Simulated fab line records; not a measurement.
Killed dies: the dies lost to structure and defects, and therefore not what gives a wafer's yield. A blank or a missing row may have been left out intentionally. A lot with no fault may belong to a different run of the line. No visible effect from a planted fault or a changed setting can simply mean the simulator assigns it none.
Split-lot experiment :: flow sfq-line :: 5 lots, 23 wafers read, on a route of 325 steps

ABOUT THE SPLIT
At SFQ_TRILAYER_I2_VIA_LITHO_COAT_067 (resist thk 650 nm), the setting spin-rpm was moved away from the recipe's 3000 rpm on 9 of the 23 wafers read, by -4.4% to +7.2%. The other wafers ran this setting at the recipe's value.

The reading comes from the split's own step.

THE READING
KrF_of_TRILAYER_I2_VIA_LITHO_COAT_067.thk-nm (the simulator's own value, which no gauge read), in nm, at SFQ_TRILAYER_I2_VIA_LITHO_COAT_067 (resist thk 650 nm). The file gives no usual value for it. Across the 14 wafers here that went through the recipe, the average is 649.6 nm and the standard deviation 1.6 nm.

wafer: L074.3
tool, chamber at the split: litho-track-04, 0
spin-rpm as run, rpm: 3000
against the recipe: recipe
KrF_of_TRILAYER_I2_VIA_LITHO_COAT_067.thk-nm, nm: 650.9
against lot-mates on the recipe: -

wafer: L074.4
tool, chamber at the split: litho-track-04, 0
spin-rpm as run, rpm: 3000
against the recipe: recipe
KrF_of_TRILAYER_I2_VIA_LITHO_COAT_067.thk-nm, nm: 652.2
against lot-mates on the recipe: -

wafer: L074.5
tool, chamber at the split: litho-track-04, 0
spin-rpm as run, rpm: 3000
against the recipe: recipe
KrF_of_TRILAYER_I2_VIA_LITHO_COAT_067.thk-nm, nm: 652.1
against lot-mates on the recipe: -

wafer: L078.1
tool, chamber at the split: litho-track-01, 0
spin-rpm as run, rpm: 3217
against the recipe: +7.2%
KrF_of_TRILAYER_I2_VIA_LITHO_COAT_067.thk-nm, nm: 628.1
against lot-mates on the recipe: -20.2

wafer: L078.2
tool, chamber at the split: litho-track-01, 0
spin-rpm as run, rpm: 3000
against the recipe: recipe
KrF_of_TRILAYER_I2_VIA_LITHO_COAT_067.thk-nm, nm: 648.8
against lot-mates on the recipe: -

wafer: L078.4
tool, chamber at the split: litho-track-01, 0
spin-rpm as run, rpm: 3217
against the recipe: +7.2%
KrF_of_TRILAYER_I2_VIA_LITHO_COAT_067.thk-nm, nm: 628.2
against lot-mates on the recipe: -20.1

wafer: L078.5
tool, chamber at the split: litho-track-01, 0
spin-rpm as run, rpm: 3217
against the recipe: +7.2%
KrF_of_TRILAYER_I2_VIA_LITHO_COAT_067.thk-nm, nm: 625.4
against lot-mates on the recipe: -22.9

wafer: L078.6
tool, chamber at the split: litho-track-01, 0
spin-rpm as run, rpm: 3000
against the recipe: recipe
KrF_of_TRILAYER_I2_VIA_LITHO_COAT_067.thk-nm, nm: 647.8
against lot-mates on the recipe: -

wafer: L079.1
tool, chamber at the split: litho-track-04, 0
spin-rpm as run, rpm: 3000
against the recipe: recipe
KrF_of_TRILAYER_I2_VIA_LITHO_COAT_067.thk-nm, nm: 647.5
against lot-mates on the recipe: -

wafer: L079.2
tool, chamber at the split: litho-track-04, 0
spin-rpm as run, rpm: 3000
against the recipe: recipe
KrF_of_TRILAYER_I2_VIA_LITHO_COAT_067.thk-nm, nm: 650
against lot-mates on the recipe: -

wafer: L079.3
tool, chamber at the split: litho-track-04, 0
spin-rpm as run, rpm: 3000
against the recipe: recipe
KrF_of_TRILAYER_I2_VIA_LITHO_COAT_067.thk-nm, nm: 647.4
against lot-mates on the recipe: -

wafer: L079.4
tool, chamber at the split: litho-track-04, 0
spin-rpm as run, rpm: 3000
against the recipe: recipe
KrF_of_TRILAYER_I2_VIA_LITHO_COAT_067.thk-nm, nm: 650.3
against lot-mates on the recipe: -

wafer: L079.6
tool, chamber at the split: litho-track-04, 0
spin-rpm as run, rpm: 3000
against the recipe: recipe
KrF_of_TRILAYER_I2_VIA_LITHO_COAT_067.thk-nm, nm: 648.6
against lot-mates on the recipe: -

wafer: L083.1
tool, chamber at the split: litho-track-03, 0
spin-rpm as run, rpm: 2936
against the recipe: -2.1%
KrF_of_TRILAYER_I2_VIA_LITHO_COAT_067.thk-nm, nm: 657.1
against lot-mates on the recipe: +6.5

wafer: L083.2
tool, chamber at the split: litho-track-03, 0
spin-rpm as run, rpm: 3000
against the recipe: recipe
KrF_of_TRILAYER_I2_VIA_LITHO_COAT_067.thk-nm, nm: 651
against lot-mates on the recipe: -

wafer: L083.4
tool, chamber at the split: litho-track-03, 0
spin-rpm as run, rpm: 3000
against the recipe: recipe
KrF_of_TRILAYER_I2_VIA_LITHO_COAT_067.thk-nm, nm: 650.2
against lot-mates on the recipe: -

wafer: L083.5
tool, chamber at the split: litho-track-03, 0
spin-rpm as run, rpm: 2936
against the recipe: -2.1%
KrF_of_TRILAYER_I2_VIA_LITHO_COAT_067.thk-nm, nm: 658.2
against lot-mates on the recipe: +7.6

wafer: L083.6
tool, chamber at the split: litho-track-03, 0
spin-rpm as run, rpm: 2936
against the recipe: -2.1%
KrF_of_TRILAYER_I2_VIA_LITHO_COAT_067.thk-nm, nm: 658.8
against lot-mates on the recipe: +8.2

wafer: L084.1
tool, chamber at the split: litho-track-04, 0
spin-rpm as run, rpm: 2867
against the recipe: -4.4%
KrF_of_TRILAYER_I2_VIA_LITHO_COAT_067.thk-nm, nm: 663
against lot-mates on the recipe: +14.5

wafer: L084.2
tool, chamber at the split: litho-track-04, 0
spin-rpm as run, rpm: 2867
against the recipe: -4.4%
KrF_of_TRILAYER_I2_VIA_LITHO_COAT_067.thk-nm, nm: 661.5
against lot-mates on the recipe: +13.0

wafer: L084.3
tool, chamber at the split: litho-track-04, 0
spin-rpm as run, rpm: 3000
against the recipe: recipe
KrF_of_TRILAYER_I2_VIA_LITHO_COAT_067.thk-nm, nm: 649.2
against lot-mates on the recipe: -

wafer: L084.4
tool, chamber at the split: litho-track-04, 0
spin-rpm as run, rpm: 2867
against the recipe: -4.4%
KrF_of_TRILAYER_I2_VIA_LITHO_COAT_067.thk-nm, nm: 662.5
against lot-mates on the recipe: +14.0

wafer: L084.5
tool, chamber at the split: litho-track-04, 0
spin-rpm as run, rpm: 3000
against the recipe: recipe
KrF_of_TRILAYER_I2_VIA_LITHO_COAT_067.thk-nm, nm: 647.7
against lot-mates on the recipe: -

FIT RESULTS
A straight line over all 23 wafers: KrF_of_TRILAYER_I2_VIA_LITHO_COAT_067.thk-nm changes by -3.09 nm for each +1% of spin-rpm; r = -0.99; the points scatter about the line by 1.6 nm.
The same after taking each lot's own level away (the mean of its wafers on the recipe; 23 wafers): -3.01 nm for each +1%; r = -0.99; scatter 1 nm.
Per that fit: largest spin-rpm move, reading shift of 22 nm.
From 648.30 to 651.73 nm: that is the span of the lots' own levels, equal to 2.2 times the standard deviation above.
Hence the lot-to-lot level has little effect on the slope; both slopes agree.
Check: -21.9 nm against its lot-mates is what the line predicts for one of the wafers moved furthest among these (+7.2%) when that wafer is left out of the fit. Against them it came out at -20.2 nm.

THESE WAFERS: OTHER SPLITS
Before the reading, these wafers also passed through other splits. Each is held against what the fit with the lots' levels taken away leaves over:
other split on the same wafers: SFQ_TRILAYER_I1_VIA_LITHO_EXPOSE_050 dose-mj
wafers away from the commonest value: 11
r with KrF_of_TRILAYER_I2_VIA_LITHO_COAT_067.thk-nm (lot level and that fit taken away): -0.07

other split on the same wafers: SFQ_TRILAYER_M2_DEP_SPUTTER_055 power-w
wafers away from the commonest value: 9
r with KrF_of_TRILAYER_I2_VIA_LITHO_COAT_067.thk-nm (lot level and that fit taken away): +0.20

other split on the same wafers: SFQ_TRILAYER_M2_LITHO_EXPOSE_058 dose-mj
wafers away from the commonest value: 11
r with KrF_of_TRILAYER_I2_VIA_LITHO_COAT_067.thk-nm (lot level and that fit taken away): -0.16

other split on the same wafers: SFQ_TRILAYER_I2_DEP_PECVD_063 time-s
wafers away from the commonest value: 9
r with KrF_of_TRILAYER_I2_VIA_LITHO_COAT_067.thk-nm (lot level and that fit taken away): -0.12

THE FILE'S OWN FIT
KrF_of_TRILAYER_I2_VIA_LITHO_COAT_067.thk-nm changes by -3 nm for each +1% of spin-rpm, r = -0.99.
